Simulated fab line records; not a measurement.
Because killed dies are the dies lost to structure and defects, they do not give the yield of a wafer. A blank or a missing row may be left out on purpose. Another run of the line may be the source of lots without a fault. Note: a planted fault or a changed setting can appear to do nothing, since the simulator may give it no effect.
Which of the tools did it?    flow sky130    Sampling: 14 lots, 42 wafers, 5 of 708 route steps

WHAT THE GAUGES READ, wafer by wafer
The record lacks any reading of a measuring or inspecting step that a usual standard deviation could be used to judge.

WHAT TOOL EACH LOT RAN ON (gives the tool, then ch and the chambers of the sampled wafers, and finally the start)
lot   SKY_GATE_OXIDE_OXIDATION_01    SKY_METAL4_SPUTTER_03         SKY_METAL4_ETCH_17                  SKY_METAL5_SPUTTER_02         SKY_PAD_OPEN_PROBE_99
L517  furnace-02 ch 0, day 13 05:01  pvd-sputter-03, day 40 01:26  rie-diel-02 ch 2,3, day 42 02:05    pvd-sputter-03, day 43 03:48  -
L518  furnace-02 ch 0, day 13 05:01  pvd-sputter-03, day 40 05:25  rie-diel-02 ch 0,2,3, day 42 04:52  pvd-sputter-02, day 43 06:25  -
L519  furnace-02 ch 0, day 13 20:17  pvd-sputter-03, day 40 18:53  rie-diel-04 ch 2,3, day 42 18:41    pvd-sputter-04, day 43 19:48  -
L521  furnace-02 ch 0, day 14 18:08  pvd-sputter-03, day 41 11:19  rie-diel-04 ch 0,1,2, day 43 10:56  pvd-sputter-04, day 44 12:24  -
L522  furnace-02 ch 0, day 14 18:08  pvd-sputter-01, day 41 12:28  rie-diel-03 ch 0,1, day 43 11:17    pvd-sputter-02, day 44 12:31  -
L524  furnace-01 ch 0, day 15 13:42  pvd-sputter-02, day 42 02:34  rie-diel-02 ch 2,3, day 44 00:38    pvd-sputter-03, day 45 01:23  -
L526  furnace-01 ch 0, day 15 22:08  pvd-sputter-03, day 42 18:23  rie-diel-04 ch 1,2,3, day 44 19:59  pvd-sputter-03, day 45 19:07  prober-01, day 48 09:08
L527  furnace-01 ch 0, day 15 22:08  pvd-sputter-03, day 42 14:20  rie-diel-04 ch 0,2, day 44 12:43    pvd-sputter-03, day 45 13:34  prober-02, day 48 05:21
L530  furnace-02 ch 0, day 17 04:31  pvd-sputter-03, day 43 09:22  rie-diel-04 ch 0,3, day 45 05:56    pvd-sputter-02, day 46 08:01  -
L531  furnace-02 ch 0, day 17 17:03  pvd-sputter-01, day 43 20:26  rie-diel-04 ch 1,3, day 45 16:10    pvd-sputter-04, day 46 14:36  -
L533  furnace-02 ch 0, day 18 22:13  pvd-sputter-02, day 44 22:18  rie-diel-02 ch 0,1,3, day 46 16:08  pvd-sputter-03, day 47 14:54  -
L534  furnace-02 ch 0, day 19 02:32  pvd-sputter-01, day 45 00:09  rie-diel-03 ch 1,2,3, day 46 19:58  pvd-sputter-02, day 47 18:29  -
L538  furnace-01 ch 0, day 20 08:49  pvd-sputter-01, day 45 21:00  rie-diel-02 ch 0,1,2, day 47 14:11  pvd-sputter-04, day 48 12:25  -
L539  furnace-02 ch 0, day 20 12:29  pvd-sputter-01, day 46 00:27  rie-diel-03 ch 1,3, day 47 17:47    pvd-sputter-02, day 48 14:55  -
- SKY_GATE_OXIDE_OXIDATION_01: stabilise 600 s, purge 300 s, target thk 10.268 nm.
- SKY_METAL4_SPUTTER_03: material Ti, target thk 5 nm, time 3.3 s.
- SKY_METAL4_ETCH_17: etches SiO2 in C4F8/O2/Ar, stops on TiN, time 3.9 s, target depth 15 nm.
- SKY_METAL5_SPUTTER_02: material AlCu, target thk 1150 nm, time 61.2 s.
- SKY_PAD_OPEN_PROBE_99

AS READ BY THE TOOLS THEMSELVES (means over the sampled wafers that have a number; for cases with no such wafer, the mark the record gives instead)
SKY_METAL4_SPUTTER_03.
lot   tool            throttle-valve-pct (%)
L517  pvd-sputter-03  30.5
L518  pvd-sputter-03  30.3
L519  pvd-sputter-03  30.4
L521  pvd-sputter-03  31.0
L522  pvd-sputter-01  29.2
L524  pvd-sputter-02  30.4
L526  pvd-sputter-03  29.9
L527  pvd-sputter-03  30.6
L530  pvd-sputter-03  30.8
L531  pvd-sputter-01  29.3
L533  pvd-sputter-02  30.3
L534  pvd-sputter-01  29.3
L538  pvd-sputter-01  29.7
L539  pvd-sputter-01  29.7

SKY_METAL4_ETCH_17.
lot   tool         oes-product-au (a.u.)
L517  rie-diel-02  0.754
L518  rie-diel-02  0.753
L519  rie-diel-04  0.757
L521  rie-diel-04  0.759
L522  rie-diel-03  0.755
L524  rie-diel-02  0.758
L526  rie-diel-04  0.763
L527  rie-diel-04  0.760
L530  rie-diel-04  0.760
L531  rie-diel-04  0.754
L533  rie-diel-02  0.761
L534  rie-diel-03  0.754
L538  rie-diel-02  0.760
L539  rie-diel-03  0.767

SKY_METAL5_SPUTTER_02.
lot   tool            throttle-valve-pct (%)
L517  pvd-sputter-03  30.5
L518  pvd-sputter-02  29.6
L519  pvd-sputter-04  30.5
L521  pvd-sputter-04  30.9
L522  pvd-sputter-02  29.9
L524  pvd-sputter-03  31.1
L526  pvd-sputter-03  30.6
L527  pvd-sputter-03  30.6
L530  pvd-sputter-02  29.7
L531  pvd-sputter-04  30.6
L533  pvd-sputter-03  30.6
L534  pvd-sputter-02  29.4
L538  pvd-sputter-04  30.3
L539  pvd-sputter-02  29.6

SKY_PAD_OPEN_PROBE_99.
lot   tool       killed_at_M0_to_M3  killed_at_M4_up  killed-at-contacts  killed-at-front-end  killed-at-other  killed-dies  killed-on-rim  killed-open  killed-short
L526  prober-01  36                  2.7              20                  152                  0.0              211          40             39           36
L527  prober-02  37                  4.0              22                  141                  0.0              204          37             40           37

THE ANSWER, worked out from the rows above alone
Rule: what is usual is taken from the lots themselves. Put in order of their means at a reading, lots are off if they are a third of the lots or fewer, leave a main group of 4 or more, and stand apart from it by a gap of 3 or more times the standard deviation of the main group's means; of several such gaps the widest counts. A main group is skipped when, at the precision printed for the reading in the tables above, its means are all equal. Also off: a lot with no number at a reading for which 4 or more lots have one. The other lots that the step has rows for count as sound. The gauges are gone through in route order, then the tools' own readings, and for those a lot's mean is taken as printed above. The first step at which some lot is off is used, and at that step the reading that is off furthest; a lot without a number counts as furthest.
No lot is off at any reading shown: from this, nothing can be told.

WHAT THE SIMULATOR HAD PUT IN
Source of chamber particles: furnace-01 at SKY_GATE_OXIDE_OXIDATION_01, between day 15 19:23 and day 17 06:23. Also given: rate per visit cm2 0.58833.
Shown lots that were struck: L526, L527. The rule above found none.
